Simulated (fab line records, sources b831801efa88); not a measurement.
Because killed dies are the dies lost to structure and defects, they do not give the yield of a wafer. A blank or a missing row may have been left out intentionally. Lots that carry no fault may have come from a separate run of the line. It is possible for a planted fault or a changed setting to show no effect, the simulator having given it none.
8D (eight disciplines) problem report, filled in by code :: flow sky130 :: the parts of the form that need people (team, actions taken, sign-off) are left out

## 1. PROBLEM STATEMENT
Wafers without a fault read 3000.1 rpm, standard deviation 1.8; spin speed rpm at SKY_CAPM_COAT_07 reads a mean of 3273.9 rpm on 6 wafers belonging to 2 lots. That is +99 or more standard deviations from the usual mean.
The step: resist thk 1140 nm.
First seen on wafer L906.2, day 40 11:14, on litho track-03. Wafers with a number at this step in the record: 33, from 11 lots. The rule behind "out" and "out of limits": a value lying over 4 standard deviations away from the usual mean. The rest of the wafers with a number are treated as sound.

## 2. WHAT THIS IS AND IS NOT
question: which readings at this step
is: spin speed rpm
is not: -

question: which lots
is: L906, L907
is not: L895, L896, L905, L908, L912, L913, L914, L915, L916

question: which wafers of those lots
is: all that have a number
is not: -

question: read on which tools
is: litho track-03
is not: litho track-01, litho track-02

question: when
is: from day 40 11:14
is not: up to then (9 sound wafers); but 18 sound wafers of L908, L912, L913, L914, L915, L916 came after

## 3. WHAT RULES OUT EACH SUSPECT
Counting: a tool stays on the suspect list if, at a process step up to the reading, it processed all lots that are out and no sound lot following the first of them.
- pvd sputter-03 at SKY_METAL3_SPUTTER_00 (material Ti, target thk 15 nm, time 10 s): ruled out as a lasting fault. Sound lots L912, L914, L916 ran on it after its first lot that is out, L906 (day 39 22:38).
- litho track-03 at SKY_CAPM_COAT_07 (resist thk 1140 nm): kept. It processed each lot that is out, first L906 at day 40 11:14, and no sound lot thereafter; up to then, the last sound lot it processed was L905 at day 39 20:00. On those wafers its own readings are out: spin speed rpm.
After counting, what remains is litho track-03 at SKY_CAPM_COAT_07.

## 4. THE CAUSE (what the simulator had put in)
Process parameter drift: litho track-03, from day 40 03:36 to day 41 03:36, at SKY_CAPM_COAT_07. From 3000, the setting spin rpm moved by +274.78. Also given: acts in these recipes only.
This tool alone remained once counting was done.

## 5. SEQUENCE OF EFFECTS, ordered by route
Each row: a reading whose mean over the struck wafers that have a number lies more than 3 standard deviations from the usual. Readings are gone through only where the record gives a usual standard deviation; hours: the median, over the lots, of the time from a lot's start at the first step in this table giving one to that lot's start at this step; sigmas: the change measured in usual standard deviations.
hours: 0
step: SKY_CAPM_COAT_07
reading: spin speed rpm
usual: 3000.1 rpm
on struck wafers: 3273.9
change: +273.8
sigmas: +99 or more

hours: 12
step: SKY_CAPM_STRIP_14
reading: strip time to endpoint s
usual: 12.65 s
on struck wafers: 12.04
change: -0.61
sigmas: -11
Process steps it contains:
- SKY_CAPM_COAT_07: resist thk 1140 nm.
- SKY_CAPM_STRIP_14: strips in O2/N2.

## 6. HOW IT WOULD HAVE BEEN CAUGHT EARLIER
In this record no reading fell out of limits until day 40 11:14, 8 hours after the fault had begun at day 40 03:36.
